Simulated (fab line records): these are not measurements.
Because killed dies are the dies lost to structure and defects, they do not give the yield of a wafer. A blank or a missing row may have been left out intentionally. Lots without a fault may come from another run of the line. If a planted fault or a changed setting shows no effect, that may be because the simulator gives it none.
Matching of chambers -- flow gf180mcu -- GF_CONTACT_CMP_04 on cmp-01 has 4 sister chambers
The step polishes SiO2. 20 wafers are shown with their chamber, then 10 later ones without.

== WAFERS WITH THEIR CHAMBER ==
wafer,chamber,motorCurrentA (A),timeToEndpointS (s)
L370.3,1,13.6,107
L370.5,0,12.4,122
L370.6,1,12.6,119
L371.1,2,11.8,113
L371.5,3,12.1,111
L371.6,0,12.1,126
L372.1,1,12.8,109
L372.4,2,12.1,125
L372.6,1,12.9,110
L374.1,2,11.8,109
L374.2,3,12.8,101
L374.3,0,11.7,117
L375.1,0,11.7,112
L375.4,3,12.3,115
L375.6,2,11.7,114
L377.1,1,12.7,101
L377.5,1,12.2,113
L377.6,2,12.7,117
L378.1,1,12.5,115
L378.3,3,11.9,118

SIGNATURES (means of the wafers above)
reading,chamber 0,chamber 1,chamber 2,chamber 3,scatter within a chamber
motorCurrentA,11.975,12.757,12.020,12.275,0.403
timeToEndpointS,119.25,110.57,115.60,111.25,6.24
Rule: for a wafer and a chamber, the distance is found by dividing, reading by reading, the gap between the wafer's reading and the chamber's mean by the reading's scatter, squaring, summing and taking the root. If the next closest chamber is less than 2 further off than the closest, the wafer can't be placed; otherwise it belongs to the closest. The scatter: the root of (the sum of the squares of (reading less its chamber's mean) over the shown wafers, divided by (wafers less chambers)).

== WAFERS WITH NO CHAMBER GIVEN ==
wafer,motorCurrentA (A),timeToEndpointS (s)
L378.5,11.8,123
L382.1,11.5,100
L382.4,11.7,116
L382.6,11.5,116
L387.2,12.0,119
L387.5,12.4,116
L387.6,11.7,127
L390.1,11.4,112
L390.2,13.2,105
L390.6,12.3,116

== EACH ONE'S CHAMBER ==
wafer,from the rows above,in truth
L378.5,can't be placed: 0 or 2 or 3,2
L382.1,can't be placed: 3 or 2 or 0 or 1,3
L382.4,can't be placed: 2 or 0 or 3 or 1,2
L382.6,can't be placed: 0 or 2 or 3 or 1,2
L387.2,can't be placed: 0 or 2 or 3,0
L387.5,can't be placed: 3 or 2 or 0 or 1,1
L387.6,can't be placed: 0 or 2 or 3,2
L390.1,can't be placed: 2 or 0 or 3 or 1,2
L390.2,can't be placed: 1 or 3 or 2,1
L390.6,can't be placed: 2 or 3 or 0 or 1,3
Correct placement for 0 of the 10. These rows do not allow placing 10 (true chamber among the candidates in 10). 0 placed wrongly.
